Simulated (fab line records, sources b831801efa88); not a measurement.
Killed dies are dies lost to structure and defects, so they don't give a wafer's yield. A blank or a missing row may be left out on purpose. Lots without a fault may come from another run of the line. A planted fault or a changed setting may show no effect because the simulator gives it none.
Chamber matching | flow sky130 | SKY_LI_CONTACT_ETCH_15 on rie_diel-02: 4 sister chambers
The step etches PSG in C4F8/O2/Ar, stops on Si, target depth 600 nm. 18 wafers are shown with their chamber, then 9 later ones without.

WAFERS WITH THEIR CHAMBER
wafer  | chamber | rf_fwd_power_W (W) | oes_product_au (a.u.) | bias_w (W)
L704.1 | 1       | 1484               | 0.839                 | 1199
L704.3 | 0       | 1493               | 0.836                 | 1199
L704.4 | 2       | 1499               | 0.836                 | 1205
L708.2 | 3       | 1492               | 0.838                 | 1204
L708.5 | 2       | 1495               | 0.844                 | 1203
L708.6 | 1       | 1492               | 0.838                 | 1204
L709.2 | 1       | 1493               | 0.852                 | 1198
L709.4 | 2       | 1489               | 0.833                 | 1195
L709.6 | 3       | 1495               | 0.831                 | 1203
L713.2 | 0       | 1483               | 0.845                 | 1204
L713.5 | 1       | 1495               | 0.836                 | 1195
L713.6 | 0       | 1486               | 0.842                 | 1198
L714.4 | 1       | 1496               | 0.843                 | 1197
L714.5 | 1       | 1501               | 0.833                 | 1201
L714.6 | 0       | 1489               | 0.838                 | 1200
L719.2 | 1       | 1494               | 0.834                 | 1202
L719.3 | 0       | 1491               | 0.837                 | 1198
L719.6 | 3       | 1490               | 0.842                 | 1194

SIGNATURES (means of the wafers above)
reading        | chamber 0 | chamber 1 | chamber 2 | chamber 3 | scatter within a chamber
rf_fwd_power_W | 1488.40   | 1493.57   | 1494.33   | 1492.33   | 4.51
oes_product_au | 0.83960   | 0.83929   | 0.83767   | 0.83700   | 0.0056
bias_w         | 1199.80   | 1199.43   | 1201.00   | 1200.33   | 3.77
Rule: a wafer's distance from a chamber is the root of the sum, over the readings, of the square of ((its reading less the chamber's mean) divided by the reading's scatter). The wafer belongs to the nearest chamber; if the next one is less than 2 further off, it can't be placed. The scatter: the root of (the sum of the squares of (reading less its chamber's mean) over the shown wafers, divided by (wafers less chambers)).

WAFERS WITHOUT THEIR CHAMBER
wafer  | rf_fwd_power_W (W) | oes_product_au (a.u.) | bias_w (W)
L717.1 | 1494               | 0.832                 | 1198
L717.3 | 1487               | 0.834                 | 1200
L717.6 | 1496               | 0.829                 | 1202
L720.1 | 1493               | 0.837                 | 1195
L720.5 | 1483               | 0.823                 | 1203
L720.6 | 1482               | 0.832                 | 1202
L723.1 | 1490               | 0.838                 | 1192
L723.5 | 1491               | 0.835                 | 1198
L723.6 | 1491               | 0.842                 | 1203

WHICH CHAMBER EACH WENT THROUGH
wafer  | from the rows above               | in truth
L717.1 | can't be placed: 3 or 2 or 1 or 0 | 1
L717.3 | can't be placed: 0 or 3 or 1 or 2 | 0
L717.6 | can't be placed: 2 or 3 or 1 or 0 | 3
L720.1 | can't be placed: 1 or 3 or 2 or 0 | 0
L720.5 | can't be placed: 0 or 3 or 2 or 1 | 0
L720.6 | can't be placed: 0 or 3 or 2 or 1 | 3
L723.1 | can't be placed: 0 or 1 or 3 or 2 | 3
L723.5 | can't be placed: 3 or 1 or 0 or 2 | 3
L723.6 | can't be placed: 0 or 3 or 2 or 1 | 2
Placed correctly: 0 of 9. Can't be placed from these rows: 9 (the true chamber is among the candidates in 9). Placed wrongly: 0.
